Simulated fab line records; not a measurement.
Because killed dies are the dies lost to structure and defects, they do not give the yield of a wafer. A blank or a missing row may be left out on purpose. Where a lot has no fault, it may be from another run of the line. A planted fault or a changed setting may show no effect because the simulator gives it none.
fab line records + flow sfq_line
[record]
- lots = 14
- wafers = 42
- last_day = 97
route steps=325 shown M2@100 A5B@209 I6@269 M8@318
lots that met no fault: taken from a fault-free run of the same line
start_h: the number of hours between the record's first day and the start of the first shown wafer of the lot + wait_h: time in hours since the lot's previous step + " unchanged from the row above + L1.1+2: one row covering several wafers at once + - no value, or no start was given + * or withheld: withheld + < > ~ a bound
route shown NAME@n: a module of which the file shows steps, and the number in the route of the first + usual: mean/standard deviation taken from wafers without a fault + same: alike in all rows + chamber/n: place in a boat + sites: per-site readings + _std_site: standard deviation across them + _edge_site: inner sites' mean taken away from outer sites' mean + radius_mm: for every site, how far away it sits from the centre of the wafer + mask NAME#n: copy n + behind: the most recent tool/chamber to have shaped the wafer + hold: the reason the lot was held/the length of the hold in hours/how it ended + device: the transistor (n, p or np) that didn't switch + end of line: the tests these same wafers got at the end of their route + for a step that has no rows: nothing shown but its recipe + killed: dies lost to structure and defects at the first sort, not the wafer's yield + map: shows each die of a wafer: x if killed, . if not, _ if none is there
set.NAME: the setting as run; set.NAME@STEP: as run at that earlier step + model.NAME: the simulator's own value behind a step, which no gauge read
route steps across a sampled set of lots; one table per step, one row per wafer
services: a tool's chamber out of use, with start hour (start_h, from the record's first day; less than 0 if before it), hours out, and reason
[[steps]]
[step SFQ_TRILAYER_M2_ETCH_METAL_ETCH_060]
[recipe]
- target = Nb
- stop_on = SiO2
- mask_material = PR
- chemistry = Cl2/Ar
- target_depth_nm = 240
- icp_w = 600
- bias_w = 80
- pressure_mtorr = 10
- time_s = 120
[usual]
- drypump_motor_current_A = 5.7/0.5
- oes_product_au = 0.892/0.0067
| lot.wafer | tool         | chamber | start_h | wait_h | drypump_motor_current_A | oes_product_au | rf_hours_counter_h |
|-----------|--------------|---------|---------|--------|-------------------------|----------------|--------------------|
| L694.1    | rie_metal-04 | 1       | 778.46  | 0.0    | 6.2                     | 0.890          | 45                 |
| L694.2    | "            | 0       | "       | "      | 5.6                     | 0.887          | 127                |
| L694.5    | "            | 1       | "       | "      | 6.2                     | 0.895          | -                  |
| L698.3    | rie_metal-03 | 1       | 969.71  | 0.1    | 4.9                     | 0.893          | -                  |
| L698.4    | "            | 0       | "       | "      | 5.5                     | 0.892          | -                  |
| L698.6    | "            | 0       | "       | "      | 5.6                     | 0.897          | -                  |
| L700.1    | rie_metal-03 | 1       | 1000.87 | 0.0    | 4.8                     | 0.895          | 106                |
| L700.3    | "            | 0       | "       | "      | 5.6                     | 0.891          | -                  |
| L700.6    | "            | 0       | "       | "      | 5.6                     | 0.895          | -                  |
| L701.3    | rie_metal-04 | 1       | 1020.11 | 0.1    | 6.2                     | 0.887          | -                  |
| L701.4    | "            | 0       | "       | "      | 5.5                     | 0.888          | -                  |
| L701.6    | "            | 1       | "       | "      | 6.2                     | 0.890          | -                  |
| L703.1    | rie_metal-03 | 0       | 1034.47 | 0.0    | 5.6                     | 0.903          | 53                 |
| L703.2    | "            | 1       | "       | "      | 4.8                     | 0.879          | 112                |
| L703.3    | "            | 0       | "       | "      | 5.6                     | 0.890          | -                  |
| L704.3    | rie_metal-04 | 0       | 1040.51 | 0.1    | 5.5                     | 0.893          | -                  |
| L704.5    | "            | 1       | "       | "      | 6.2                     | 0.894          | -                  |
| L704.6    | "            | 0       | "       | "      | 5.5                     | 0.888          | -                  |
| L705.3    | rie_metal-04 | 0       | 1051.34 | 0.1    | 5.6                     | 0.879          | -                  |
| L705.4    | "            | 1       | "       | "      | 6.2                     | 0.892          | -                  |
| L705.5    | "            | 1       | "       | "      | 6.2                     | 0.891          | -                  |
| L707.3    | rie_metal-04 | 0       | 1071.45 | 0.1    | 5.6                     | 0.887          | -                  |
| L707.4    | "            | 1       | "       | "      | 6.2                     | 0.888          | -                  |
| L707.5    | "            | 0       | "       | "      | 5.6                     | 0.884          | -                  |
| L708.1    | rie_metal-02 | 0       | 1096.10 | 0.0    | 6.0                     | 0.887          | 12                 |
| L708.3    | "            | 0       | "       | "      | 6.1                     | 0.893          | -                  |
| L708.6    | "            | 1       | "       | "      | 6.3                     | 0.884          | -                  |
| L709.2    | rie_metal-03 | 0       | 1100.90 | 0.0    | 5.5                     | 0.894          | 62                 |
| L709.3    | "            | 1       | "       | "      | 4.8                     | 0.896          | -                  |
| L709.4    | "            | 0       | "       | "      | 5.5                     | 0.901          | -                  |
| L710.3    | rie_metal-03 | 0       | 1118.02 | 0.1    | 5.5                     | 0.896          | -                  |
| L710.5    | "            | 0       | "       | "      | 5.5                     | 0.894          | -                  |
| L710.6    | "            | 1       | "       | "      | 4.8                     | 0.905          | -                  |
| L712.1    | rie_metal-03 | 0       | 1125.15 | 0.0    | 5.5                     | 0.896          | 65                 |
| L712.3    | "            | 0       | "       | "      | 5.5                     | 0.887          | -                  |
| L712.4    | "            | 1       | "       | "      | 4.8                     | 0.886          | -                  |
| L715.2    | rie_metal-04 | 0       | 1141.39 | 0.0    | 5.6                     | 0.874          | 42                 |
| L715.3    | "            | 0       | "       | "      | 5.6                     | 0.881          | -                  |
| L715.4    | "            | 1       | "       | "      | 6.2                     | 0.886          | -                  |
| L716.1    | rie_metal-03 | 0       | 1151.05 | 0.1    | 5.5                     | 0.895          | 72                 |
| L716.5    | "            | 0       | "       | "      | 5.5                     | 0.900          | -                  |
| L716.6    | "            | 0       | "       | "      | 5.5                     | 0.896          | -                  |
[step SFQ_TRILAYER_A5B_DEP_PECVD_129]
[recipe]
- material = SiO2
- temp_c = 150
- time_s = 133.33
- pressure_torr = 2.4
- rf_w = 179.7
- precursor = SiH4/N2O
- target_thk_nm = 600
[usual]
- heater_power_w = 79/12
- run_length_s = 161.3/0.5
- throttle_valve_pct = 24.4/1.6
| lot.wafer | tool     | chamber | start_h | wait_h | heater_power_w | run_length_s | throttle_valve_pct |
|-----------|----------|---------|---------|--------|----------------|--------------|--------------------|
| L694.1    | pecvd-02 | 1       | 1663.05 | 0.0    | 67             | 160.5        | 24.8               |
| L694.2    | "        | 0       | "       | "      | 98             | 161.1        | 24.0               |
| L694.5    | "        | 0       | "       | "      | 82             | 160.8        | 23.7               |
| L698.3    | pecvd-03 | 0       | 1685.98 | 0.0    | 84             | 161.8        | 22.5               |
| L698.4    | "        | 2       | "       | "      | 64             | 160.8        | 27.4               |
| L698.6    | "        | 1       | "       | "      | 73             | 160.9        | 24.5               |
| L700.1    | pecvd-03 | 0       | 1695.58 | 0.0    | 81             | 161.3        | 22.8               |
| L700.3    | "        | 2       | "       | "      | 56             | 160.7        | 27.7               |
| L700.6    | "        | 0       | "       | "      | 84             | 161.3        | 22.5               |
| L701.3    | pecvd-04 | 1       | 1732.90 | 0.0    | 90             | 161.8        | 23.8               |
| L701.4    | "        | 0       | "       | "      | 94             | 162.2        | 23.1               |
| L701.6    | "        | 1       | "       | "      | 92             | 161.8        | 23.8               |
| L703.1    | pecvd-03 | 0       | 1744.90 | 0.0    | 74             | 161.8        | 22.5               |
| L703.2    | "        | 1       | "       | "      | 70             | 161.0        | 24.3               |
| L703.3    | "        | 2       | "       | "      | 65             | 160.7        | 27.7               |
| L704.3    | pecvd-03 | 1       | 1755.70 | 0.0    | 75             | 161.9        | 24.8               |
| L704.5    | "        | 2       | "       | "      | 67             | 161.1        | 27.8               |
| L704.6    | "        | 1       | "       | "      | 78             | 161.1        | 25.0               |
| L705.3    | pecvd-02 | 2       | 1764.10 | 0.0    | 87             | 161.3        | 22.9               |
| L705.4    | "        | 2       | "       | "      | 71             | 161.0        | 23.0               |
| L705.5    | "        | 1       | "       | "      | 76             | 161.0        | 24.9               |
| L707.3    | pecvd-02 | 2       | 1773.74 | 0.0    | 74             | 161.1        | 22.7               |
| L707.4    | "        | 1       | "       | "      | 78             | 161.1        | 24.9               |
| L707.5    | "        | 2       | "       | "      | 79             | 161.1        | 22.7               |
| L708.1    | pecvd-03 | 2       | 1815.43 | 0.0    | 59             | 161.2        | 27.9               |
| L708.3    | "        | 0       | "       | "      | 85             | 161.2        | 22.6               |
| L708.6    | "        | 2       | "       | "      | 63             | 160.8        | 28.1               |
| L709.2    | pecvd-02 | 0       | 1817.83 | 0.0    | 88             | 161.0        | 24.0               |
| L709.3    | "        | 2       | "       | "      | 77             | 187.8        | 22.9               |
| L709.4    | "        | 1       | "       | "      | 79             | 160.4        | 25.3               |
| L710.3    | pecvd-04 | 2       | 1820.23 | 0.0    | 77             | 160.7        | 24.2               |
| L710.5    | "        | 2       | "       | "      | 80             | 161.2        | 24.5               |
| L710.6    | "        | 1       | "       | "      | 93             | 161.9        | 24.0               |
| L712.1    | pecvd-02 | 2       | 1826.23 | 0.0    | 78             | 188.4        | 22.8               |
| L712.3    | "        | 0       | "       | "      | 96             | 161.1        | 24.3               |
| L712.4    | "        | 1       | "       | "      | 80             | 160.4        | 25.1               |
| L715.2    | pecvd-04 | 2       | 1833.61 | 0.0    | 76             | 161.4        | 24.6               |
| L715.3    | "        | 1       | "       | "      | 88             | 161.8        | 23.9               |
| L715.4    | "        | 1       | "       | "      | 89             | 162.0        | 24.0               |
| L716.1    | pecvd-03 | 0       | 1834.63 | 0.0    | 81             | 161.8        | 22.4               |
| L716.5    | "        | 2       | "       | "      | 52             | 160.9        | 28.2               |
| L716.6    | "        | 0       | "       | "      | 86             | 162.1        | 23.0               |
[step SFQ_TRILAYER_I6_METRO_MEASURE_167]
[usual]
- thk_nm = 199.6/0.9
| lot.wafer | tool          | chamber | start_h | wait_h | thk_nm |
|-----------|---------------|---------|---------|--------|--------|
| L694.1    | film_metro-03 | -       | 1846.84 | 0.1    | 200.9  |
| L694.2    | "             | -       | "       | "      | 200.2  |
| L694.5    | "             | -       | "       | "      | 199.7  |
| L698.3    | film_metro-01 | -       | 1861.22 | 0.5    | 201.5  |
| L698.4    | "             | -       | "       | "      | 199.6  |
| L698.6    | "             | -       | "       | "      | 200.1  |
| L700.1    | film_metro-03 | -       | 1872.82 | 0.1    | 200.2  |
| L700.3    | "             | -       | "       | "      | 200.4  |
| L700.6    | "             | -       | "       | "      | 199.9  |
| L701.3    | film_metro-03 | -       | 1879.22 | 0.5    | 199.4  |
| L701.4    | "             | -       | "       | "      | 199.2  |
| L701.6    | "             | -       | "       | "      | 200.7  |
| L703.1    | film_metro-03 | -       | 1883.94 | 0.1    | 200.9  |
| L703.2    | "             | -       | "       | "      | 200.1  |
| L703.3    | "             | -       | "       | "      | 199.8  |
| L704.3    | film_metro-03 | -       | 1894.89 | 0.5    | 200.1  |
| L704.5    | "             | -       | "       | "      | 198.4  |
| L704.6    | "             | -       | "       | "      | 199.8  |
| L705.3    | film_metro-02 | -       | 1905.97 | 0.5    | 200.8  |
| L705.4    | "             | -       | "       | "      | 199.7  |
| L705.5    | "             | -       | "       | "      | 200.6  |
| L707.3    | film_metro-02 | -       | 1911.35 | 0.5    | 198.9  |
| L707.4    | "             | -       | "       | "      | 199.9  |
| L707.5    | "             | -       | "       | "      | 199.9  |
| L708.1    | film_metro-02 | -       | 1939.00 | 0.1    | 199.6  |
| L708.3    | "             | -       | "       | "      | 199.8  |
| L708.6    | "             | -       | "       | "      | 200.4  |
| L709.2    | film_metro-03 | -       | 1941.51 | 0.3    | 199.1  |
| L709.3    | "             | -       | "       | "      | 198.8  |
| L709.4    | "             | -       | "       | "      | 199.1  |
| L710.3    | film_metro-01 | -       | 1953.71 | 0.5    | 199.1  |
| L710.5    | "             | -       | "       | "      | 198.4  |
| L710.6    | "             | -       | "       | "      | 199.3  |
| L712.1    | film_metro-03 | -       | 1970.47 | 0.1    | 199.4  |
| L712.3    | "             | -       | "       | "      | 198.6  |
| L712.4    | "             | -       | "       | "      | 197.9  |
| L715.2    | film_metro-03 | -       | 2050.94 | 0.3    | 200.8  |
| L715.3    | "             | -       | "       | "      | 200.8  |
| L715.4    | "             | -       | "       | "      | 198.8  |
| L716.1    | film_metro-01 | -       | 2052.27 | 0.1    | 199.4  |
| L716.5    | "             | -       | "       | "      | 199.7  |
| L716.6    | "             | -       | "       | "      | 198.5  |
[step SFQ_M8_OVL_MEAS_948]
[usual]
- M8_OVL = -3/5.5
| lot.wafer | tool       | chamber | start_h | wait_h | M8_OVL[nm] |
|-----------|------------|---------|---------|--------|------------|
| L694.1    | overlay-02 | -       | 2063.03 | 0.1    | 2          |
| L694.2    | "          | -       | "       | "      | -5         |
| L694.5    | "          | -       | "       | "      | -5         |
| L698.3    | overlay-02 | -       | 2168.22 | 0.1    | -15        |
| L698.4    | "          | -       | "       | "      | -4         |
| L698.6    | "          | -       | "       | "      | -15        |
| L700.1    | overlay-02 | -       | 2184.22 | 0.1    | 8          |
| L700.3    | "          | -       | "       | "      | 1          |
| L700.6    | "          | -       | "       | "      | -4         |
| L701.3    | overlay-01 | -       | 2196.23 | 0.1    | 1          |
| L701.4    | "          | -       | "       | "      | -2         |
| L701.6    | "          | -       | "       | "      | -3         |
| L703.1    | overlay-02 | -       | 2202.27 | 0.1    | -5         |
| L703.2    | "          | -       | "       | "      | -5         |
| L703.3    | "          | -       | "       | "      | 5          |
| L704.3    | overlay-02 | -       | 2208.23 | 0.1    | -2         |
| L704.5    | "          | -       | "       | "      | -1         |
| L704.6    | "          | -       | "       | "      | -6         |
| L705.3    | overlay-02 | -       | 2210.63 | 0.1    | -4         |
| L705.4    | "          | -       | "       | "      | 0          |
| L705.5    | "          | -       | "       | "      | 0          |
| L707.3    | overlay-02 | -       | 2220.23 | 0.1    | -4         |
| L707.4    | "          | -       | "       | "      | -6         |
| L707.5    | "          | -       | "       | "      | 3          |
| L708.1    | overlay-01 | -       | 2249.44 | 0.1    | 5          |
| L708.3    | "          | -       | "       | "      | 4          |
| L708.6    | "          | -       | "       | "      | 4          |
| L709.2    | overlay-01 | -       | 2254.25 | 0.1    | 9          |
| L709.3    | "          | -       | "       | "      | 5          |
| L709.4    | "          | -       | "       | "      | 1          |
| L710.3    | overlay-02 | -       | 2259.06 | 0.1    | -11        |
| L710.5    | "          | -       | "       | "      | -1         |
| L710.6    | "          | -       | "       | "      | 0          |
| L712.1    | overlay-02 | -       | 2271.04 | 0.1    | -12        |
| L712.3    | "          | -       | "       | "      | -11        |
| L712.4    | "          | -       | "       | "      | -5         |
| L715.2    | overlay-02 | -       | 2324.43 | 0.1    | -10        |
| L715.3    | "          | -       | "       | "      | -7         |
| L715.4    | "          | -       | "       | "      | -13        |
| L716.1    | overlay-02 | -       | 2325.63 | 0.1    | 9          |
| L716.5    | "          | -       | "       | "      | 3          |
| L716.6    | "          | -       | "       | "      | -1         |
[[services]]
| tool          | chamber | start_h | hours | kind   |
|---------------|---------|---------|-------|--------|
| rie_metal-03  | -       | 818.88  | 1.5   | repair |
| film_metro-03 | -       | 821.80  | 3.0   | pm     |
| film_metro-03 | -       | 848.87  | 0.5   | pm     |
| film_metro-03 | -       | 863.60  | 1.1   | pm     |
| film_metro-03 | -       | 910.62  | 0.7   | pm     |
| film_metro-03 | -       | 1093.87 | 0.7   | pm     |
| film_metro-03 | -       | 1108.60 | 1.9   | pm     |
| film_metro-03 | -       | 1155.62 | 0.7   | pm     |
| rie_metal-03  | -       | 1176.46 | 2.8   | pm     |
| rie_metal-03  | -       | 1200.11 | 1.3   | repair |
| film_metro-03 | -       | 1338.87 | 2.6   | pm     |
| film_metro-03 | -       | 1353.60 | 1.1   | pm     |
| film_metro-03 | -       | 1400.62 | 0.3   | pm     |
| rie_metal-03  | 0       | 1469.44 | 3.2   | repair |
| film_metro-03 | -       | 1583.87 | 1.7   | pm     |
| film_metro-03 | -       | 1598.82 | 0.8   | pm     |
| film_metro-03 | -       | 1645.62 | 0.2   | pm     |
| rie_metal-03  | -       | 1681.41 | 1.4   | pm     |
| rie_metal-03  | -       | 1699.67 | 4.3   | pm     |
| film_metro-03 | -       | 1828.87 | 1.0   | pm     |
| film_metro-03 | -       | 1833.08 | 1.8   | pm     |
| film_metro-03 | -       | 1844.02 | 0.6   | pm     |
| film_metro-03 | -       | 1890.07 | 0.5   | pm     |
| film_metro-03 | -       | 1890.62 | 0.4   | pm     |
[[key]]
[first_sign]
- step = SFQ_TRILAYER_A5B_DEP_PECVD_129
- reading = run_length_s
- direction = up
- sigmas = 53
- usual = *
- struck = *
effect none on later readings
met_at SFQ_TRILAYER_A5B_DEP_PECVD_129
struck_lots L709,L712
struck_wafers L709.3,L712.1
not_acting_at SFQ_TRILAYER_M2_ETCH_METAL_ETCH_060,SFQ_TRILAYER_I6_METRO_MEASURE_167,SFQ_M8_OVL_MEAS_948
onset_between 1773.74 1817.83
[fault]
- kind = process_parameter_drift
- tool = pecvd-02
- chamber = 2
- onset_h = 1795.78
- steps = SFQ_TRILAYER_A5B_DEP_PECVD_129
- channel = time_s
- offset = *
- shape = step
- end_h = 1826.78
- acts_in = *
- stated = *
